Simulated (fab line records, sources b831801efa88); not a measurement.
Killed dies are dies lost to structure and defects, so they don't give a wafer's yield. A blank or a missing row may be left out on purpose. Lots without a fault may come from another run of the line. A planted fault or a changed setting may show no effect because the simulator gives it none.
Which tool did it? | flow gf180mcu | 12 lots, 36 wafers sampled, at 5 steps of a route of 602

WHAT THE GAUGES READ, wafer by wafer
GF_PSD_RS_MEAS_14: measures by four-point-probe. Usual: NSD_RS 46.11 ohm/sq, standard deviation 0.081.
lot  | measured     | on            | NSD_RS (ohm/sq)                     | flag
L821 | day 14 06:31 | film_metro-04 | 46.16 46.13 46.12                   |
L822 | day 14 13:56 | film_metro-01 | 45.98 45.99 45.97                   |
L823 | day 14 21:51 | film_metro-01 | 45.93 46.07 46.04                   |
L824 | day 15 05:55 | film_metro-03 | 46.10 46.18 46.11                   |
L825 | day 15 15:40 | film_metro-01 | 46.19 46.14 46.14                   |
L826 | day 16 02:31 | film_metro-01 | 46.01 46.11 46.07                   |
L832 | day 18 07:58 | film_metro-01 | 45.04 45.13 45.13 44.96 45.00 45.10 | OFF
L835 | day 19 11:15 | film_metro-01 | 45.10 45.06 45.22 45.07 45.07 45.13 | OFF
L836 | day 19 19:12 | film_metro-01 | 46.06 46.06 46.23                   |
L841 | day 21 12:31 | film_metro-03 | 46.00 46.01 45.99                   |
L843 | day 22 04:10 | film_metro-03 | 46.24 46.16 46.17                   |
L844 | day 22 14:21 | film_metro-04 | 46.19 46.08 46.09                   |

GF_PSD_RS_MEAS_15: measures by four-point-probe. Usual: PSD_RS 108.52 ohm/sq, standard deviation 0.3.
lot  | measured     | on            | PSD_RS (ohm/sq)                           | flag
L821 | day 14 06:38 | film_metro-04 | 108.69 108.14 108.32                      |
L822 | day 14 14:04 | film_metro-01 | 108.14 108.49 108.04                      |
L823 | day 14 21:58 | film_metro-01 | 108.12 108.22 108.22                      |
L824 | day 15 06:02 | film_metro-03 | 108.11 108.24 108.34                      |
L825 | day 15 15:47 | film_metro-01 | 108.65 108.73 109.03                      |
L826 | day 16 02:38 | film_metro-01 | 108.03 108.39 108.07                      |
L832 | day 18 09:55 | film_metro-01 | 104.60 104.29 103.99 104.55 104.68 104.10 | OFF
L835 | day 19 19:00 | film_metro-01 | 104.49 104.45 104.47 104.61 104.39 104.52 | OFF
L836 | day 19 19:19 | film_metro-01 | 108.61 108.58 108.56                      |
L841 | day 21 12:38 | film_metro-03 | 108.42 108.15 108.64                      |
L843 | day 22 04:17 | film_metro-03 | 108.62 108.69 108.33                      |
L844 | day 22 14:28 | film_metro-04 | 109.04 108.98 108.46                      |

GF_CONTACT_OVL_MEAS_15. Usual: CONTACT_OVL -2 nm, standard deviation 4.8.
lot  | measured     | on         | CONTACT_OVL (nm) | flag
L821 | day 16 03:13 | overlay-01 | -3 -3 -7         |
L822 | day 16 09:47 | overlay-02 | 1 -3 3           |
L823 | day 16 18:59 | overlay-01 | 5 0 -2           |
L824 | day 17 04:29 | overlay-01 | -6 -4 -5         |
L825 | day 17 14:35 | overlay-02 | -6 -7 2          |
L826 | day 18 02:19 | overlay-02 | -15 -10 -7       |
L832 | day 20 10:38 | overlay-01 | -12 -2 -4        |
L835 | day 21 13:14 | overlay-01 | 3 -6 -4          |
L836 | day 21 21:37 | overlay-02 | -7 -3 4          |
L841 | day 23 13:16 | overlay-02 | 0 -2 -3          |
L843 | day 24 03:22 | overlay-01 | 10 5 9           |
L844 | day 24 13:41 | overlay-02 | 2 2 -3           |

WHICH TOOL RAN EACH LOT (tool, then ch and the chambers of the sampled wafers, then the start)
lot  | GF_PSD_RTA_13                    | GF_SALICIDE_RTA_06
L821 | rtp_anneal-02 ch 0, day 14 06:25 | rtp_anneal-02 ch 0, day 15 04:34
L822 | rtp_anneal-02 ch 0, day 14 13:51 | rtp_anneal-02 ch 0, day 15 11:22
L823 | rtp_anneal-02 ch 0, day 14 21:46 | rtp_anneal-02 ch 0, day 15 19:37
L824 | rtp_anneal-01 ch 0, day 15 05:50 | rtp_anneal-02 ch 0, day 16 04:29
L825 | rtp_anneal-02 ch 0, day 15 15:35 | rtp_anneal-01 ch 0, day 16 14:26
L826 | rtp_anneal-01 ch 0, day 16 02:25 | rtp_anneal-01 ch 0, day 17 01:59
L832 | rtp_anneal-02 ch 0, day 18 07:52 | rtp_anneal-01 ch 0, day 19 08:44
L835 | rtp_anneal-02 ch 0, day 19 11:10 | rtp_anneal-02 ch 0, day 20 12:14
L836 | rtp_anneal-01 ch 0, day 19 19:07 | rtp_anneal-02 ch 0, day 20 20:04
L841 | rtp_anneal-01 ch 0, day 21 12:26 | rtp_anneal-02 ch 0, day 22 13:04
L843 | rtp_anneal-02 ch 0, day 22 04:05 | rtp_anneal-02 ch 0, day 23 03:38
L844 | rtp_anneal-02 ch 0, day 22 14:16 | rtp_anneal-02 ch 0, day 23 14:11
- GF_PSD_RTA_13: time 20 s.
- GF_SALICIDE_RTA_06: time 30 s.

WHAT THE TOOLS THEMSELVES READ (means of the sampled wafers that have a number; where no wafer has one, the mark that the record gives instead)
GF_PSD_RTA_13. Usual: lamp_power_pct 35.9 %, standard deviation 2.5; wafer_temp_C_max 1029.7, standard deviation 0.96.
lot  | tool          | lamp_power_pct (%) | wafer_temp_C_max | flag
L821 | rtp_anneal-02 | 37.9               | 1029.0           |
L822 | rtp_anneal-02 | 37.9               | 1029.7           |
L823 | rtp_anneal-02 | 37.9               | 1029.6           |
L824 | rtp_anneal-01 | 32.6               | 1030.1           |
L825 | rtp_anneal-02 | 37.9               | 1029.4           |
L826 | rtp_anneal-01 | 32.6               | 1030.0           |
L832 | rtp_anneal-02 | 38.6               | 1037.1           | OFF
L835 | rtp_anneal-02 | 38.7               | 1036.2           | OFF
L836 | rtp_anneal-01 | 32.7               | 1030.6           |
L841 | rtp_anneal-01 | 32.7               | 1030.0           |
L843 | rtp_anneal-02 | 37.8               | 1028.9           |
L844 | rtp_anneal-02 | 37.9               | 1029.2           |

GF_SALICIDE_RTA_06. Usual: lamp_power_pct 6.5 %, standard deviation 0.47; wafer_temp_C_max 532.5, standard deviation 0.59.
lot  | tool          | lamp_power_pct (%) | wafer_temp_C_max | flag
L821 | rtp_anneal-02 | 6.9                | 532.0            |
L822 | rtp_anneal-02 | 6.9                | 532.2            |
L823 | rtp_anneal-02 | 6.9                | 533.1            |
L824 | rtp_anneal-02 | 6.9                | 532.1            |
L825 | rtp_anneal-01 | 5.9                | 531.9            |
L826 | rtp_anneal-01 | 5.9                | 532.8            |
L832 | rtp_anneal-01 | 5.9                | 533.1            |
L835 | rtp_anneal-02 | 6.9                | 532.4            |
L836 | rtp_anneal-02 | 6.9                | 532.4            |
L841 | rtp_anneal-02 | 6.9                | 532.2            |
L843 | rtp_anneal-02 | 6.9                | 532.8            |
L844 | rtp_anneal-02 | 6.9                | 531.6            |

THE ANSWER, worked out from the rows above alone
Rule: a lot is off if the mean of its wafers that have a number lies more than 3 standard deviations from the usual mean. A lot without any number at a reading at which 4 lots or more have one is off too. The other lots that the step has rows for count as sound. The gauges are gone through in route order, then the tools' own readings, and for those a lot's mean is taken as printed above. The first step at which some lot is off is used, and at that step the reading that is off furthest; a lot without a number counts as furthest.
Off: L832, L835, at GF_PSD_RS_MEAS_14 (NSD_RS).
A tool fits if, at a process step before that reading, it ran every lot that is off, and no sound lot after the first of them. The gauges at GF_PSD_RS_MEAS_14 aren't tried: what is off there is off at GF_PSD_RTA_13 too, on other tools, and a gauge's error can't cause that. None of those tried fits.

WHAT THE SIMULATOR HAD PUT IN
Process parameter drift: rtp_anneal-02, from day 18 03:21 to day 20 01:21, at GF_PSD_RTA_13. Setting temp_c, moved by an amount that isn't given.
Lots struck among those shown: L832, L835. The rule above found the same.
